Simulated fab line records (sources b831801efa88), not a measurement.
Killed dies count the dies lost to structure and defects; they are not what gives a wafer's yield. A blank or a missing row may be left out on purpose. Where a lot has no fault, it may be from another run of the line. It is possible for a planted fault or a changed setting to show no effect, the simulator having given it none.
Matching of chambers :: flow sky130 :: SKY_LI_CONTACT_ETCH_14 on rie-diel-02 has 4 sister chambers
The step etches BARC in N2/H2, stops on SiO2, time 45.9 s, target depth 60 nm. 8 wafers are shown with their chamber, then 8 later ones without.

WAFERS PAIRED WITH THEIR CHAMBERS
wafer: L077.4
chamber: 2
oes-product-au (a.u.): 0.861
throttle-valve-pct (%): 13.224

wafer: L086.6
chamber: 3
oes-product-au (a.u.): 0.860
throttle-valve-pct (%): 13.233

wafer: L089.3
chamber: 0
oes-product-au (a.u.): 0.857
throttle-valve-pct (%): 13.241

wafer: L089.5
chamber: 1
oes-product-au (a.u.): 0.849
throttle-valve-pct (%): 13.241

wafer: L093.1
chamber: 3
oes-product-au (a.u.): 0.861
throttle-valve-pct (%): 13.221

wafer: L093.3
chamber: 2
oes-product-au (a.u.): 0.845
throttle-valve-pct (%): 13.232

wafer: L093.5
chamber: 1
oes-product-au (a.u.): 0.868
throttle-valve-pct (%): 13.222

wafer: L096.1
chamber: 0
oes-product-au (a.u.): 0.851
throttle-valve-pct (%): 13.226

WAFERS MISSING THEIR CHAMBER
wafer: L096.2
oes-product-au (a.u.): 0.852
throttle-valve-pct (%): 13.219

wafer: L096.3
oes-product-au (a.u.): 0.856
throttle-valve-pct (%): 13.226

wafer: L096.4
oes-product-au (a.u.): 0.847
throttle-valve-pct (%): 13.234

wafer: L096.5
oes-product-au (a.u.): 0.849
throttle-valve-pct (%): 13.213

wafer: L096.6
oes-product-au (a.u.): 0.856
throttle-valve-pct (%): 13.219

wafer: L097.1
oes-product-au (a.u.): 0.855
throttle-valve-pct (%): 13.228

wafer: L097.3
oes-product-au (a.u.): 0.854
throttle-valve-pct (%): 13.214

wafer: L097.4
oes-product-au (a.u.): 0.854
throttle-valve-pct (%): 13.220

WHICH CHAMBER EACH ONE RAN IN
wafer: L096.2
from the rows above: can't be placed: 2 or 3 or 1 or 0
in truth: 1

wafer: L096.3
from the rows above: can't be placed: 2 or 3 or 1 or 0
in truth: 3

wafer: L096.4
from the rows above: can't be placed: 0 or 2 or 1 or 3
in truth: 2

wafer: L096.5
from the rows above: can't be placed: 2 or 3 or 0 or 1
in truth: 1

wafer: L096.6
from the rows above: can't be placed: 3 or 2 or 1 or 0
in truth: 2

wafer: L097.1
from the rows above: can't be placed: 2 or 1 or 0 or 3
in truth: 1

wafer: L097.3
from the rows above: can't be placed: 2 or 3 or 1 or 0
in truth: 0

wafer: L097.4
from the rows above: can't be placed: 2 or 3 or 1 or 0
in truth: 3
Correctly placed: 0 of 8. Cannot be placed on the basis of these rows: 8; the candidates contain the true chamber in 8. Wrongly placed: 0.
How it was worked out, from the rows above alone: a wafer's distance from a chamber is the root of the sum, over the readings, of the square of ((its reading less the chamber's mean) divided by the reading's scatter). If the next closest chamber is less than 2 further off than the closest, the wafer can't be placed; otherwise it belongs to the closest. For every chamber, the mean is computed from those of its wafers that are shown. The scatter is the square root of a quotient: the sum, over the shown wafers, of each reading's squared deviation from its chamber's mean, divided by wafers minus chambers.
